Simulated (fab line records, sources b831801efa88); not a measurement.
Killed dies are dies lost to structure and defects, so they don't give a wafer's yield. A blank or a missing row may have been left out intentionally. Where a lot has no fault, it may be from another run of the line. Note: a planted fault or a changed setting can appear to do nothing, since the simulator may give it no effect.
Which tool was responsible? ; flow sfqLine ; 14 lots, 42 wafers sampled, at 4 steps of a route of 325

## WHAT EACH GAUGE READ, for each wafer
The record lacks any reading of a measuring or inspecting step that a usual standard deviation could be used to judge.

## TOOL THAT RAN EACH LOT (tool first, then ch and the chambers of the sampled wafers, then the start)
lot;SFQ_TRILAYER_M2_DEP_SPUTTER_055;SFQ_TRILAYER_JJ_TRILAYER_DEP_SPUTTER_110;SFQ_TRILAYER_R5_LITHO_COAT_136;SFQ_TRILAYER_C5_STRIP_STRIP_155
L757;pvdSputter-06, day 15 19:19;pvdSputter-06, day 48 04:54;lithoTrack-03 ch 0, day 56 12:22;rieMetal-01 ch 0,1, day 72 15:41
L758;pvdSputter-06, day 16 23:22;pvdSputter-04, day 48 18:08;lithoTrack-02 ch 0, day 56 13:40;rieMetal-02 ch 0,1, day 72 20:41
L759;pvdSputter-04, day 20 03:11;pvdSputter-06, day 50 06:12;lithoTrack-02 ch 0, day 56 21:15;rieMetal-03 ch 0,1, day 72 21:41
L760;pvdSputter-05, day 20 17:35;pvdSputter-04, day 50 12:01;lithoTrack-03 ch 0, day 57 00:39;rieMetal-02 ch 0,1, day 72 22:53
L761;pvdSputter-05, day 21 04:30;pvdSputter-03, day 50 14:25;lithoTrack-03 ch 0, day 57 03:08;rieMetal-03 ch 0,1, day 73 01:17
L763;pvdSputter-06, day 22 05:42;pvdSputter-06, day 51 01:13;lithoTrack-03 ch 0, day 57 13:58;rieMetal-03 ch 0,1, day 73 06:17
L764;pvdSputter-06, day 22 20:06;pvdSputter-03, day 51 05:52;lithoTrack-04 ch 0, day 57 17:36;rieMetal-03 ch 0,1, day 73 09:53
L765;pvdSputter-05, day 23 09:18;pvdSputter-03, day 51 09:26;lithoTrack-04 ch 0, day 57 23:34;rieMetal-01 ch 0,1, day 73 11:05
L771;pvdSputter-04, day 25 19:35;pvdSputter-03, day 53 10:16;lithoTrack-03 ch 0, day 60 01:02;rieMetal-03 ch 0,1, day 74 10:53
L772;pvdSputter-06, day 26 00:24;pvdSputter-06, day 53 13:50;lithoTrack-03 ch 0, day 60 04:02;rieMetal-02 ch 0,1, day 74 13:25
L773;pvdSputter-05, day 26 07:35;pvdSputter-03, day 53 19:52;lithoTrack-04 ch 0, day 60 09:59;rieMetal-03 ch 0,1, day 75 03:49
L774;pvdSputter-04, day 26 09:24;pvdSputter-04, day 53 23:26;lithoTrack-04 ch 0, day 60 12:25;rieMetal-02 ch 0,1, day 75 07:25
L778;pvdSputter-04, day 27 00:32;pvdSputter-03, day 54 15:02;lithoTrack-04 ch 0, day 61 03:25;rieMetal-03 ch 0,1, day 76 01:28
L779;pvdSputter-06, day 27 10:07;pvdSputter-03, day 54 22:50;lithoTrack-04 ch 0, day 61 06:25;rieMetal-01 ch 1, day 76 05:01
- SFQ_TRILAYER_M2_DEP_SPUTTER_055: material Nb, target thk 200 nm, time 133.3 s.
- SFQ_TRILAYER_JJ_TRILAYER_DEP_SPUTTER_110: material Al, target thk 8 nm, time 10 s.
- SFQ_TRILAYER_R5_LITHO_COAT_136: resist thk 600 nm.
- SFQ_TRILAYER_C5_STRIP_STRIP_155: strips in O2.

## WHAT THE TOOLS THEMSELVES READ (means of the sampled wafers that have a number; where no wafer has one, the mark that the record gives instead)
SFQ_TRILAYER_M2_DEP_SPUTTER_055. Usual: throttleValvePct at 29.9 %, with a standard deviation of 0.72.
lot;tool;throttleValvePct (%);flag
L757;pvdSputter-06;29.8;
L758;pvdSputter-06;30.0;
L759;pvdSputter-04;30.2;
L760;pvdSputter-05;29.3;
L761;pvdSputter-05;29.4;
L763;pvdSputter-06;29.8;
L764;pvdSputter-06;29.9;
L765;pvdSputter-05;29.3;
L771;pvdSputter-04;29.8;
L772;pvdSputter-06;30.2;
L773;pvdSputter-05;29.4;
L774;pvdSputter-04;29.7;
L778;pvdSputter-04;30.0;
L779;pvdSputter-06;30.3;

SFQ_TRILAYER_JJ_TRILAYER_DEP_SPUTTER_110. Usual: throttleValvePct at 30.3 %, with a standard deviation of 0.85.
lot;tool;throttleValvePct (%);flag
L757;pvdSputter-06;29.9;
L758;pvdSputter-04;29.5;
L759;pvdSputter-06;29.9;
L760;pvdSputter-04;30.7;
L761;pvdSputter-03;30.5;
L763;pvdSputter-06;30.5;
L764;pvdSputter-03;30.3;
L765;pvdSputter-03;30.3;
L771;pvdSputter-03;30.4;
L772;pvdSputter-06;29.7;
L773;pvdSputter-03;30.4;
L774;pvdSputter-04;30.0;
L778;pvdSputter-03;30.1;
L779;pvdSputter-03;31.0;

SFQ_TRILAYER_R5_LITHO_COAT_136. Usual: spinSpeedRpm at 2999.9 rpm, with a standard deviation of 2.
lot;tool;spinSpeedRpm (rpm);flag
L757;lithoTrack-03;3002.0;
L758;lithoTrack-02;2999.7;
L759;lithoTrack-02;2999.0;
L760;lithoTrack-03;2997.8;
L761;lithoTrack-03;2998.8;
L763;lithoTrack-03;2999.1;
L764;lithoTrack-04;3000.7;
L765;lithoTrack-04;2999.5;
L771;lithoTrack-03;2917.0;OFF
L772;lithoTrack-03;2914.1;OFF
L773;lithoTrack-04;2999.2;
L774;lithoTrack-04;3002.0;
L778;lithoTrack-04;3001.7;
L779;lithoTrack-04;3000.4;

SFQ_TRILAYER_C5_STRIP_STRIP_155. Usual: drypumpMotorCurrentA 5.4 A, standard deviation 0.31; oesProductAu 1.003 a.u., standard deviation 0.011.
lot;tool;drypumpMotorCurrentA (A);oesProductAu (a.u.);flag
L757;rieMetal-01;5.5;0.994;
L758;rieMetal-02;5.0;1.012;
L759;rieMetal-03;5.4;1.001;
L760;rieMetal-02;5.0;1.020;
L761;rieMetal-03;5.4;1.000;
L763;rieMetal-03;5.4;1.006;
L764;rieMetal-03;5.4;1.011;
L765;rieMetal-01;5.6;0.997;
L771;rieMetal-03;5.3;1.010;
L772;rieMetal-02;5.0;1.012;
L773;rieMetal-03;5.4;1.010;
L774;rieMetal-02;5.4;1.008;
L778;rieMetal-03;5.4;1.010;
L779;rieMetal-01;5.4;0.991;

## THE ANSWER, worked out from the rows above alone
Rule: a lot is off if the mean of its wafers that have a number lies more than 3 standard deviations from the usual mean. A lot without any number at a reading at which 4 lots or more have one is off too. Any other lot the step has rows for is counted as sound. Order of review: gauges by route order, followed by the tools' own readings, for which a lot's mean as printed above is used. The first step at which some lot is off is used, and at that step the reading that is off furthest; a lot without a number counts as furthest.
Off: L771, L772 (SFQ_TRILAYER_R5_LITHO_COAT_136, spinSpeedRpm).
A tool fits if, at that step or a process step before it, it ran every lot that is off, and no sound lot after the first of them. One fits: lithoTrack-03 at SFQ_TRILAYER_R5_LITHO_COAT_136. A fault onset in the window from L763 (day 57 13:58, its last sound lot) to L771 (day 60 01:02, its first lot off) fits.
The tool's own readings at SFQ_TRILAYER_R5_LITHO_COAT_136 bear it out: on the lots that are off they differ by more than 5 times the standard deviation of the sound lots' means. spinSpeedRpm reads 2915.6 rpm there against 3000.0 rpm on the sound lots.

## WHAT WAS PUT IN BY THE SIMULATOR
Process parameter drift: lithoTrack-03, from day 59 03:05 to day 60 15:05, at SFQ_TRILAYER_R5_LITHO_COAT_136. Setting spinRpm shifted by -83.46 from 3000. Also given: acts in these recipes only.
Shown lots that were struck: L771, L772. The rule given above showed the same thing.
